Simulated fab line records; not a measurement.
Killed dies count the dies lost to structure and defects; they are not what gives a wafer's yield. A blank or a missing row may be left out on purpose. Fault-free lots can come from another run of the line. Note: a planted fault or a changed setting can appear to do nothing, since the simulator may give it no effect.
A lot that was struck, set against a sound lot / flow sky130 / 16 steps out of a route of 708
Sound: wafers L857.1, L857.4, L857.5. Struck: wafers L875.1, L875.5, L875.6. At the end, the cause is stated.
At each step with rows: each side's tool, then ch and its chambers, then its first start. Under that, the readings that differ: sound wafers / struck wafers / difference of the means / sigmas: that difference in standard deviations of wafers without a fault.
alike: words and numbers the same on both sides, and readings whose means are apart by under 2 such deviations; not compared: readings that were withheld, readings missing a value for some wafer, numbers with overlapping values and no deviation given by the record, and bounds like >300 which may hide the same value.
The two part at a step that has a row with sigmas, a row that says differs or no value, or rows on one side only. Non-overlapping numbers with no deviation appear without sigmas and do not part them. A reading missing from all wafers of one side parts the sides only when that side holds two or more wafers.

first, 3 steps without rows for these wafers: SKY_SONOS_TUNNEL_EXPOSE_04 (exposes mask TUNM, target cd 410 nm); SKY_SONOS_TUNNEL_PEB_05; SKY_SONOS_TUNNEL_DEVELOP_06 (develop time 60 s).
SKY_SONOS_TUNNEL_CD_MEAS_07: the cd target is 410 nm.
  sound: cdSem-02 at day 11 12:49; struck: cdSem-01 at day 17 18:07
  alike: cdNm
SKY_SONOS_TUNNEL_OVL_MEAS_08:
  sound: overlay-02 at day 11 12:56; struck: overlay-01 at day 17 18:14
  alike: SONOS_TUNNEL_OVL
then, 3 steps without rows for these wafers: SKY_SONOS_TUNNEL_IMPLANT_09; SKY_SONOS_TUNNEL_WET_ETCH_10 (etches SiO2 in dHF, target depth 14 nm, time 280 s); SKY_SONOS_TUNNEL_STRIP_11 (strips in SPM, time 600 s).
SKY_SONOS_TUNNEL_TW_MEAS_12:
  sound: filmMetro-04 at day 11 13:25; struck: filmMetro-04 at day 17 18:41
  alike: SONOS_TUNNEL_TW
then, 2 steps without rows for these wafers: SKY_SONOS_TUNNEL_CLEAN_13 (cleans in dHF, time 20 s); SKY_SONOS_ONO_OXIDATION_00 (stabilise 600 s, purge 300 s, target thk 2.6 nm).
SKY_SONOS_ONO_THK_MEAS_01:
  sound: filmMetro-04 at day 11 14:51; struck: filmMetro-01 at day 17 20:47
  alike: SONOS_ONO_OXIDATION_THK
SKY_SONOS_ONO_CVD_02: deposits Si3N4 from DCS/NH3, target thk 10.5 nm, time 180 s.
  sound on lpcvd-02 ch 1, day 11 15:03; struck on lpcvd-02 ch 0, day 17 21:50
reading=zonePowerCentrePct (%); sound=11.88 11.65 11.97; struck=11.29 11.30 11.33; difference=-0.53; sigmas=-2
reading=model.Si3N4_of_SONOS_ONO_CVD_02.thkNm (nm); sound=10.76 10.64 10.62; struck=11.62 11.64 11.68; difference=+0.97; sigmas=
SKY_SONOS_ONO_THK_MEAS_03:
  sound: filmMetro-02 at day 11 16:08; struck: filmMetro-04 at day 17 22:53
reading=SONOS_ONO_CVD_02_THK (nm); sound=10.78 10.66 10.63; struck=11.64 11.64 11.64; difference=+0.95; sigmas=+8
then, 1 step without rows for these wafers: SKY_SONOS_ONO_CVD_04 (deposits SiO2 from SiH4/N2O, target thk 5.7199 nm).
-- a jump in the record: the struck wafers' starts before and after are 32 days apart (it breaks off in module SONOS_ONO and resumes in module PAD_OPEN, where the first step shown is number 708 of the route) --
SKY_PAD_OPEN_PROBE_99:
  sound: prober-02 at day 45 19:33; struck: prober-02 at day 50 04:40
reading=model.etest.capOno.gateLog10ACm2; sound=-7.906 -7.878 -7.958; struck=-8.45 -8.63 -8.662; difference=-0.67; sigmas=
reading=model.etest.capOno.toxAccNm (nm); sound=12.89 12.9 12.86; struck=13.35 13.41 13.4; difference=+0.50; sigmas=
reading=model.etest.sonosProgrammed.vtV (V); sound=1.422 1.449 1.45; struck=1.215 1.156 1.105; difference=-0.282; sigmas=
reading=model.etest.sonosErased.vtV (V); sound=-2.303 -2.262 -2.254; struck=-2.085 -2.024 -2.034; difference=+0.225; sigmas=
reading=model.etest.sonosBaked.vtV (V); sound=0.9574 0.9712 0.9598; struck=0.7935 0.7725 0.7333; difference=-0.1964; sigmas=
reading=model.etest.sonosBaked.vtLessV (V); sound=-0.4648 -0.4777 -0.4905; struck=-0.4213 -0.3834 -0.3718; difference=+0.0855; sigmas=
  alike: killed_at_M0_to_M3, killed_at_M4_up, killedAtContacts, killedAtFrontEnd, killedAtOther, killedDies, killedOpen, killedShort
  not compared: model.etest.capOno.gateBvV

== WHERE THEY PART ==
Earliest at SKY_SONOS_ONO_CVD_02; latest, in this record, at SKY_SONOS_ONO_THK_MEAS_03. Later steps at which nothing parts them and some readings are alike: SKY_PAD_OPEN_PROBE_99.

WHY: what the simulator had put in
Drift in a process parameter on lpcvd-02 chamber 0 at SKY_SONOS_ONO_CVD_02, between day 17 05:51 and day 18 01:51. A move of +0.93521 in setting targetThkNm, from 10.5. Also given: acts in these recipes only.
